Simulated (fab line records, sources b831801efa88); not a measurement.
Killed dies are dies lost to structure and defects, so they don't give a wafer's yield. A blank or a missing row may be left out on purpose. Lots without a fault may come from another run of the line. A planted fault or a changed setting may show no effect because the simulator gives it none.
Tool commonality check | flow gf180mcu | 11 lots, 33 wafers sampled

WHY IT WAS OPENED
At GF_VT_IMPLANT_TW_MEAS_32 the reading VT_IMPLANT_3_TW is flagged on 2 of 11 lots. Wafers without a fault read 273, standard deviation 3.2.
Rule: a lot is flagged when every wafer of it that has a number lies more than 4 standard deviations from that mean, or none has a number. The other lots count as sound.

lot  | measured     | on            | VT_IMPLANT_3_TW, wafer by wafer | flag
L845 | day 7 09:25  | film_metro-02 | 279 278 279                     |
L846 | day 7 17:15  | film_metro-01 | 272 271 270                     |
L847 | day 7 22:56  | film_metro-01 | 271 270 270                     |
L850 | day 8 19:07  | film_metro-03 | 270 270 269                     |
L856 | day 10 10:59 | film_metro-03 | 581 579 578                     | FLAGGED
L857 | day 10 19:08 | film_metro-03 | 579 578 578                     | FLAGGED
L858 | day 11 01:02 | film_metro-02 | 278 279 279                     |
L859 | day 11 06:05 | film_metro-01 | 273 272 270                     |
L861 | day 11 18:58 | film_metro-03 | 270 271 269                     |
L862 | day 12 04:11 | film_metro-02 | 277 279 276                     |
L866 | day 13 03:04 | film_metro-03 | 270 269 270                     |
The numbers of the flagged lots are 579 on average: +306 against the usual, or +96 standard deviations.

WHICH TOOL RAN EACH LOT
The record holds 2 process steps before the reading, out of a route of 602 steps. In each cell: the tool, then ch and the chambers that the sampled wafers went through, then the start.
lot  | flag    | GF_DNWELL_STRIP_08                  | GF_VT_IMPLANT_COAT_02
L845 |         | plasma_asher-03 ch 0,1, day 3 04:08 | litho_track-01 ch 0, day 5 19:01
L846 |         | plasma_asher-02 ch 0,1, day 3 10:23 | litho_track-01 ch 0, day 6 02:31
L847 |         | plasma_asher-03 ch 0,1, day 3 15:37 | litho_track-02 ch 0, day 6 07:15
L850 |         | plasma_asher-03 ch 0,1, day 4 08:31 | litho_track-04 ch 0, day 7 02:47
L856 | FLAGGED | plasma_asher-04 ch 0,1, day 5 15:18 | litho_track-02, day 8 14:48
L857 | FLAGGED | plasma_asher-03 ch 0,1, day 5 22:32 | litho_track-02, day 8 22:18
L858 |         | plasma_asher-04 ch 0,1, day 6 03:31 | litho_track-01 ch 0, day 9 04:34
L859 |         | plasma_asher-04 ch 0,1, day 6 06:43 | litho_track-04 ch 0, day 9 08:32
L861 |         | plasma_asher-04 ch 0,1, day 6 17:56 | litho_track-02 ch 0, day 9 20:39
L862 |         | plasma_asher-04 ch 0,1, day 7 00:58 | litho_track-02 ch 0, day 10 04:56
L866 |         | plasma_asher-02 ch 0,1, day 7 21:12 | litho_track-02 ch 0, day 11 02:45
What these steps do:
- GF_DNWELL_STRIP_08: strips in O2/N2.
- GF_VT_IMPLANT_COAT_02: resist thk 1000 nm.
- GF_VT_IMPLANT_TW_MEAS_32

FLAGGED OVER TOTAL, TOOL BY TOOL (the gauges that took the reading come last)
step                     | tool            | lots run | flagged | share of the flagged lots | sound lots run after its first flagged lot
GF_DNWELL_STRIP_08       | plasma_asher-02 | 2        | 0       | none                      | -
GF_DNWELL_STRIP_08       | plasma_asher-03 | 4        | 1       | some                      | 0
GF_DNWELL_STRIP_08       | plasma_asher-04 | 5        | 1       | some                      | 4 (L858,L859,L861,L862)
GF_VT_IMPLANT_COAT_02    | litho_track-01  | 3        | 0       | none                      | -
GF_VT_IMPLANT_COAT_02    | litho_track-02  | 6        | 2       | all                       | 3 (L861,L862,L866)
GF_VT_IMPLANT_COAT_02    | litho_track-04  | 2        | 0       | none                      | -
GF_VT_IMPLANT_TW_MEAS_32 | film_metro-01   | 3        | 0       | none                      | -
GF_VT_IMPLANT_TW_MEAS_32 | film_metro-02   | 3        | 0       | none                      | -
GF_VT_IMPLANT_TW_MEAS_32 | film_metro-03   | 5        | 2       | all                       | 2 (L861,L866)

WHAT THE TABLE ALLOWS
2 rows of the table ran every flagged lot: litho_track-02 at GF_VT_IMPLANT_COAT_02, film_metro-03 at GF_VT_IMPLANT_TW_MEAS_32.
- litho_track-02 at GF_VT_IMPLANT_COAT_02: 2 of its 6 lots flagged. Sound lots ran on it after the first flagged one (L861, L862, L866), which a lasting fault on the whole tool wouldn't allow. On the flagged lots its readings are blank where sound lots have values: chill_plate_temp_C, dispense_pressure_kPa.
- film_metro-03 at GF_VT_IMPLANT_TW_MEAS_32: 2 of its 5 lots flagged. Sound lots ran on it after the first flagged one (L861, L866), which a lasting fault on the whole tool wouldn't allow.
No row of the table ran every flagged lot and no sound lot after the first.

WHAT THE SIMULATOR HAD PUT IN
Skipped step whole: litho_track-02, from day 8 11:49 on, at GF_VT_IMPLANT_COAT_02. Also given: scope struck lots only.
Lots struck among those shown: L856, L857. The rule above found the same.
